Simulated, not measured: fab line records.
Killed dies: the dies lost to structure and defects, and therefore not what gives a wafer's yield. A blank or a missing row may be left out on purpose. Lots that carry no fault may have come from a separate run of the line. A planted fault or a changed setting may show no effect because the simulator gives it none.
fab line records | flow sky130
record lots=5 wafers=14 last-day=50
route steps=708 shown LOCAL_INTERCONNECT@396 CONTACT@406 METAL1@434 PAD_OPEN@708
lots untouched by any fault: they come from a run of this same line in which no faults occurred
start-h: hours from the record's opening day to when the first of the lot's shown wafers began | wait-h: time in hours since the lot's previous step | " the same as in the row above | L1.1+2: several wafers, shown together as one row | - no value present, or no start provided | * or withheld: withheld | < > ~ a bound
route shown NAME@n: names a module that has steps shown in the file, with the first one's number in the route | usual: mean/standard deviation taken from wafers without a fault | same: alike in all rows | chamber/n: place in a boat | sites: readings site by site | _std_site: standard deviation across them | _edge_site: the outer-site mean with the inner-site mean subtracted | radius-mm: for every site, how far away it sits from the centre of the wafer | mask NAME#n: copy n | behind: the most recent tool/chamber to have shaped the wafer | hold: why the lot was held/for how many hours/how that ended | device: whichever transistor did not switch (one of n, p or np) | end of line: tests of these same wafers at the route's end | where a step has no rows: the recipe by itself | killed: dies lost to structure and defects at the first sort, not the wafer's yield | map: a wafer's dies, x killed, . not, _ none there
set.NAME: the setting as run; set.NAME@STEP: as run at that earlier step | model.NAME: the simulator's own value behind a step, which no gauge read
certain route steps with their lots: each step a table, each wafer a row
services: a tool's chamber out of use, with start hour (start-h, from the record's first day; less than 0 if before it), hours out, and reason
## steps
# step SKY_LOCAL_INTERCONNECT_PEB_09
# recipe peb-temp-c=withheld peb-time-s=withheld resist=KrF-thick
# step SKY_LOCAL_INTERCONNECT_DEVELOP_10
# recipe develop-time-s=60 resist=KrF-thick dev-temp-c=21
# step SKY_LOCAL_INTERCONNECT_ETCH_13
# recipe chemistry=N2/H2 target=BARC ion-energy-ev=200 bias-w=100 pressure-mtorr=30 n2-flow-sccm=100 h2-flow-sccm=200 icp-w=500 stop-on=SiO2 time-s=45.9 target-depth-a=600
# step SKY_LOCAL_INTERCONNECT_METAL_ETCH_14
# recipe target-depth-nm=110 stop-on=PSG chemistry=Cl2/BCl3 target=TiN resist-sidewall-deg=88 pressure-mtorr=10 icp-w=900 bias-w=48.5 Cl2_flow_sccm=60 bcl3-flow-sccm=30 time-s=31.4
# step SKY_LOCAL_INTERCONNECT_STRIP_15
# recipe chemistry=O2/N2 power-w=1400 pressure-mtorr=1500 platen-temp-c=withheld o2-flow-sccm=3000 n2-flow-sccm=300 overash-fraction=0.5
# step SKY_LOCAL_INTERCONNECT_STRIP_16
# recipe chemistry=post-etch-residue-remover time-s=1200 temp-c=72.5
# step SKY_LOCAL_INTERCONNECT_CLEAN_17
# recipe chemistry=IPA time-s=180 temp-c=25
# step SKY_LOCAL_INTERCONNECT_CLEAN_18
# recipe chemistry=O3/DIW dry=n2-spin
# step SKY_CONTACT_CVD_00
# recipe material=Si3N4 target-thk-nm=75 temp-c=400 time-s=withheld rf-w=450
# step SKY_CONTACT_HDPCVD_02
# recipe material=SiO2 target-thk-nm=565 sigma-open-frac=0.3 time-s=94.2 temp-c=600 sih4-flow-sccm=60 pressure-mtorr=6
# columns lot.wafer tool chamber start-h wait-h model.SiO2_of_CONTACT_HDPCVD_02.thk-nm
L945.2 hdpcvd-02 2 773.21 0.0 201.5
L945.3 " 1 " " 573
L945.6 " 1 " " 563.8
L946.2 hdpcvd-02 2 786.17 0.0 204.2
L946.3 " 1 " " 574.8
L946.5 " 2 " " 208
L950.2 hdpcvd-02 2 816.28 0.0 197
L950.5 " 1 " " 198.6
L952.3 hdpcvd-01 2 830.82 0.0 568.1
L952.4 " 2 " " 570.6
L952.6 " 1 " " 572.3
L956.1 hdpcvd-02 1 867.82 0.1 568
L956.2 " 2 " " 574.4
L956.4 " 2 " " 567.7
# step SKY_CONTACT_THK_MEAS_03
# recipe reads=SiO2_of_CONTACT_HDPCVD_02
# usual CONTACT_HDPCVD_THK=569/5.4
# columns lot.wafer tool chamber start-h wait-h CONTACT_HDPCVD_THK[nm]
L945.2 film-metro-01 - 773.29 0.0 201
L945.3 " - " " 573
L945.6 " - " " 564
L946.2 film-metro-01 - 786.25 0.0 204
L946.3 " - " " 574
L946.5 " - " " 208
L950.2 film-metro-03 - 816.36 0.0 197
L950.5 " - " " 199
L952.3 film-metro-04 - 830.91 0.1 568
L952.4 " - " " 570
L952.6 " - " " 572
L956.1 film-metro-04 - 867.89 0.0 568
L956.2 " - " " 575
L956.4 " - " " 568
# step SKY_CONTACT_CMP_04
# recipe material=SiO2 down-force-psi=4 platen-rpm=60 pad-velocity-m-s=0.94248
# usual motor-current-A=11.9/1 slurry-flow-ml-min=149.9/0.41 time-to-endpoint-s=85/3.5
# columns lot.wafer tool chamber start-h wait-h motor-current-A slurry-flow-ml-min time-to-endpoint-s
L945.2 cmp-01 2 773.34 0.0 11.1 149.4 35
L945.3 " 0 " " 10.9 150.1 87
L945.6 " 2 " " 11.7 149.0 80
L946.3 cmp-01 1 786.30 0.0 13.4 149.1 86
L946.2 " 2 " " 10.8 150.4 40
L946.5 " 2 " " 11.2 150.1 37
L950.2 cmp-02 3 816.46 0.1 11.3 150.2 40
L950.5 " 3 " " 11.8 150.2 36
L952.4 cmp-01 0 830.95 0.0 10.8 149.9 84
L952.3 " 3 " " 11.1 149.3 84
L952.6 " 1 " " 13.4 150.4 86
L956.2 cmp-02 2 868.00 0.1 11.8 150.7 85
L956.1 " 3 " " 11.0 149.8 86
L956.4 " 0 " " 12.8 150.0 89
# step SKY_CONTACT_DEHYDRATE_06
# recipe temp-c=200 time-s=60
# step SKY_CONTACT_HMDS_07
# recipe prime-time-s=60 prime-temp-c=120
# step SKY_CONTACT_COAT_08
# recipe resist=BARC temp-c=withheld time-s=withheld spin-rpm=3000 resist-thk-nm=60
# step SKY_CONTACT_COAT_09
# recipe resist=KrF-thick spin-rpm=3000 resist-thk-nm=450
# step SKY_CONTACT_SOFTBAKE_10
# recipe temp-c=100 time-s=90 resist=KrF-thick
# step SKY_CONTACT_EXPOSE_11
# recipe mask-id=CTM1 na=0.8 source-shape=annular sigma-inner=0.55 sigma-outer=0.85 target-cd-nm=170 dose-mj=38
# step SKY_CONTACT_PEB_12
# recipe peb-temp-c=withheld peb-time-s=withheld resist=KrF-thick
# step SKY_CONTACT_DEVELOP_13
# recipe develop-time-s=60 resist=KrF-thick dev-temp-c=21
# step SKY_CONTACT_ETCH_16
# recipe chemistry=N2/H2 target=BARC ion-energy-ev=200 source-w=500 bias-w=100 pressure-mtorr=30 n2-flow-sccm=100 h2-flow-sccm=200 stop-on=SiO2 time-s=45.9 target-depth-a=600
# step SKY_CONTACT_ETCH_17
# recipe target=SiO2 chemistry=C4F8/O2/Ar stop-on=Si3N4 mask-material=KrF-thick source-w=1500 bias-w=1200 pressure-mtorr=40 c4f8-flow-sccm=withheld O2_flow_sccm=6 Ar_flow_sccm=300 time-s=withheld target-depth-a=3400
# usual oes-product-au=0.892/0.0047
# columns lot.wafer tool chamber start-h wait-h oes-product-au model.etch.depth-nm model.CONTACT.feature-depth-nm
L945.2 rie-diel-01 0 799.95 0.0 0.678 201.5 201.5
L945.3 " 2 " " 0.893 340.2 340.2
L945.6 " 1 " " 0.885 339.9 339.9
L946.2 rie-diel-02 3 813.22 0.0 0.693 204.2 204.2
L946.3 " 2 " " 0.891 341.1 341.1
L946.5 " 3 " " 0.699 208 208
L950.2 rie-diel-03 1 843.98 0.0 0.675 197 197
L950.5 " 1 " " 0.673 198.6 198.6
L952.3 rie-diel-02 0 858.03 0.0 0.898 341.1 341.1
L952.4 " 0 " " 0.883 341 341
L952.6 " 3 " " 0.890 342 342
L956.1 rie-diel-02 3 894.53 0.0 0.895 342.4 342.4
L956.2 " 1 " " 0.896 340.1 340.1
L956.4 " 1 " " 0.896 341.4 341.4
# step SKY_CONTACT_ETCH_18
# recipe target=Si3N4 chemistry=CHF3/O2 stop-on=TiN source-w=600 bias-w=200 pressure-mtorr=40 chf3-flow-sccm=50 O2_flow_sccm=5 time-s=39 target-depth-a=750
# step SKY_CONTACT_STRIP_19
# recipe chemistry=O2/N2 power-w=1400 pressure-mtorr=1500 platen-temp-c=withheld o2-flow-sccm=3000 n2-flow-sccm=300 overash-fraction=0.5
# step SKY_CONTACT_STRIP_20
# recipe chemistry=post-etch-residue-remover time-s=1200 temp-c=72.5
# step SKY_CONTACT_CLEAN_21
# recipe chemistry=IPA time-s=180 temp-c=25
# step SKY_CONTACT_CLEAN_22
# recipe chemistry=O3/DIW dry=n2-spin
# step SKY_CONTACT_SPUTTER_23
# recipe material=TiN target-thk-nm=20 chamber-pressure-pa=5 power-w=4000 time-s=80
# step SKY_CONTACT_CVD_24
# recipe material=W target-thk-nm=340 time-s=102.12 temp-c=400 pressure-torr=40
# step SKY_CONTACT_CMP_27
# recipe stop-on=SiO2 t-overpolish-s=15 down-force-psi=3.5 platen-rpm=60 target-thk-nm=0 pad-velocity-m-s=0.94248
# step SKY_METAL1_SPUTTER_00
# recipe material=Ti target-thk-nm=15 power-w=3000 time-s=10 chamber-pressure-pa=0.4
# step SKY_METAL1_SPUTTER_01
# recipe material=TiN target-thk-nm=20 power-w=6500 time-s=16.7 chamber-pressure-pa=0.4
# step SKY_METAL1_SPUTTER_02
# recipe material=AlCu target-thk-nm=250 power-w=10600 time-s=13.3 chamber-pressure-pa=0.4
# step SKY_METAL1_SPUTTER_03
# recipe material=Ti target-thk-nm=5 power-w=3000 time-s=3.3 chamber-pressure-pa=0.4
# step SKY_METAL1_METAL_ETCH_19
# recipe target-depth-a=3600 stop-on=SiO2 over-etch-frac=0.3 time-s=78 chemistry=Cl2/BCl3 resist-sidewall-deg=88 pressure-mtorr=10 icp-w=900 bias-w=48.5 Cl2_flow_sccm=60 bcl3-flow-sccm=30
# usual drypump-motor-current-A=5.8/0.53 oes-product-au=0.855/0.0055 throttle-valve-pct=22.264/0.0091
# columns lot.wafer tool chamber start-h wait-h drypump-motor-current-A oes-product-au rf-hours-counter-h throttle-valve-pct model.SiO2_of_CONTACT_HDPCVD_02.thk-nm
L945.2 rie-metal-04 0 828.13 0.0 4.9 0.852 13 22.261 187.5
L945.3 " 1 " " 5.3 0.856 - 22.264 326.1
L945.6 " 1 " " 5.3 0.849 - 22.245 325.9
L946.2 rie-metal-03 1 841.18 0.0 6.2 0.858 12 22.241 190.1
L946.3 " 1 " " 6.2 0.852 - 22.256 326.9
L946.5 " 1 " " 6.1 0.840 - 22.263 193.9
L950.2 rie-metal-03 0 871.51 0.0 6.1 0.847 6 22.269 182.9
L950.5 " 1 " " 6.2 0.849 - 22.276 184.6
L952.3 rie-metal-03 1 886.74 0.1 6.2 0.861 - 22.258 327.1
L952.4 " 0 " " 6.1 0.859 - 22.260 326.8
L952.6 " 0 " " 6.1 0.855 - 22.254 327.8
L956.1 rie-metal-01 0 920.26 0.0 6.4 0.862 13 22.264 328.5
L956.2 " 1 " " 6.2 0.857 9 22.267 326.2
L956.4 " 1 " " 6.2 0.846 - 22.265 327.4
# step SKY_PAD_OPEN_PROBE_99
# columns lot.wafer tool chamber start-h wait-h model.etest.met1-comb.leak-log10-a-um model.etest.mcon-chain.rc-ohm
L945.2 prober-02 - 1123.03 0.1 -7.18 15.36
L945.3 prober-02 - 1123.08 0.2 -11.82 16.39
L945.6 prober-02 - 1123.23 0.2 -12.07 16.53
L946.2 prober-01 - 1135.64 0.1 -7.184 16.63
L946.3 prober-01 - 1135.69 0.2 -11.95 16.73
L946.5 prober-01 - 1135.79 0.2 -7.094 15.81
L952.3 prober-01 - 1165.63 0.2 -12.07 16.47
L952.4 prober-01 - 1165.68 0.2 -11.98 16.67
L952.6 prober-01 - 1165.78 0.2 -12.04 17.02
L956.1 prober-02 - 1189.35 0.1 -11.85 17.06
L956.2 prober-02 - 1189.40 0.1 -12.12 16.52
L956.4 prober-02 - 1189.50 0.2 -12.01 16.7
# killed by level:class
L952.3 CONTACT:geometric-particle:open=13 VIA2:geometric-particle:open=10 VIA1:geometric-particle:open=9 VIA1:geometric-particle:short=7 LI_CONTACT:geometric-particle:open=4 CONTACT:geometric-particle:short=4 VIA3:geometric-particle:open=4 POLY_GATE:geometric-particle:open=3
L952.4 VIA1:geometric-particle:open=10 CONTACT:geometric-particle:open=7 VIA2:geometric-particle:open=5 VIA1:geometric-particle:short=4 METAL2:geometric-particle:open=4 VIA3:geometric-particle:open=4 POLY_GATE:geometric-particle:open=3 LI_CONTACT:geometric-particle:open=3
L952.6 VIA1:geometric-particle:open=18 CONTACT:geometric-particle:open=8 VIA3:geometric-particle:open=8 CONTACT:geometric-particle:short=6 VIA2:geometric-particle:open=6 METAL2:geometric-particle:short=6 LI_CONTACT:geometric-particle:open=5 METAL1:geometric-particle:short=4
L956.1 METAL1:geometric-particle:short=11 CONTACT:geometric-particle:open=10 VIA1:geometric-particle:open=9 VIA3:geometric-particle:open=6 METAL2:geometric-particle:short=6 LOCAL_INTERCONNECT:geometric-particle:short=5 POLY_GATE:geometric-particle:short=4 VIA1:geometric-particle:short=4
L956.2 VIA1:geometric-particle:open=16 CONTACT:geometric-particle:open=8 VIA3:geometric-particle:open=8 VIA2:geometric-particle:open=7 POLY_GATE:geometric-particle:open=5 LI_CONTACT:geometric-particle:open=5 LOCAL_INTERCONNECT:geometric-particle:short=4 METAL1:geometric-particle:short=4
L956.4 VIA1:geometric-particle:open=15 CONTACT:geometric-particle:open=7 LI_CONTACT:geometric-particle:open=6 FIELD_ISO:geometric-particle:open=5 LOCAL_INTERCONNECT:geometric-particle:short=5 VIA2:geometric-particle:open=5 FIELD_ISO:geometric-particle:short=3 SPACER:geometric-particle:open=3
## services
# columns tool chamber start-h hours kind
hdpcvd-01 - 751.29 0.6 repair
cmp-01 - 765.48 1.9 repair
rie-metal-03 1 778.97 1.2 repair
cmp-01 - 799.31 5.4 pm
rie-diel-02 - 799.46 1.2 repair
hdpcvd-02 0 810.66 4.4 repair
hdpcvd-02 - 829.89 6.0 pm
rie-metal-04 - 832.26 0.5 repair
rie-diel-01 1 832.77 18.1 repair
rie-diel-01 - 837.55 4.0 pm
rie-diel-02 2 838.16 132.0 repair
hdpcvd-02 - 841.77 0.6 repair
rie-diel-01 - 842.88 15.6 pm
hdpcvd-01 - 847.54 1.4 repair
rie-diel-02 0 858.69 7.3 repair
rie-metal-03 0 871.79 5.1 repair
hdpcvd-02 1 885.35 4.3 repair
rie-diel-01 0 888.72 12.8 repair
hdpcvd-02 2 900.31 5.7 repair
rie-diel-01 3 903.81 2.4 repair
cmp-01 - 907.10 2.2 repair
cmp-02 - 912.00 4.0 pm
rie-diel-01 1 912.42 3.0 repair
rie-metal-03 - 913.56 28.1 pm
## key
first-sign step=SKY_CONTACT_THK_MEAS_03 reading=CONTACT_HDPCVD_THK direction=down sigmas=68 usual=569 struck=202
effect step=SKY_CONTACT_CMP_04 reading=time-to-endpoint-s direction=down sigmas=14 usual=* struck=*
effect step=SKY_CONTACT_ETCH_17 reading=oes-product-au direction=down sigmas=45 usual=0.892 struck=0.684
model-effect step=SKY_CONTACT_HDPCVD_02 value=SiO2_of_CONTACT_HDPCVD_02.thk-nm without=572.2 struck=201.9
model-effect step=SKY_CONTACT_ETCH_17 value=etch.depth-nm without=340.2 struck=201.9
model-effect step=SKY_METAL1_METAL_ETCH_19 value=SiO2_of_CONTACT_HDPCVD_02.thk-nm without=326.1 struck=187.8
model-effect step=SKY_PAD_OPEN_PROBE_99 value=etest.met1-comb.leak-log10-a-um without=-12 struck=-7.153
met-at SKY_CONTACT_HDPCVD_02
struck-wafers L945.2,L946.2,L946.5,L950.2,L950.5
sort-left-out L945.2,L946.2,L946.5,L950.2,L950.5
tester-left-out L945,L946,L950
fault kind=process-parameter-drift tool=hdpcvd-02 chamber=- onset-h=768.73 steps=SKY_CONTACT_HDPCVD_02 channel=target-thk-nm offset=-370.3 shape=step end-h=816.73 scope=struck-wafers-only acts-in=these-recipes-only stated=565
# tester-left-out: of these lots the tester's yield and bins aren't shown, on N5 and GAA mostly nor the transistor test; their killed dies are dies lost to structure and defects alone, not to doping, threshold or leakage, so they don't give the yield
# sort-left-out: the simulated sort isn't trusted on such a fault, so these wafers' sort isn't shown, and their yield isn't known
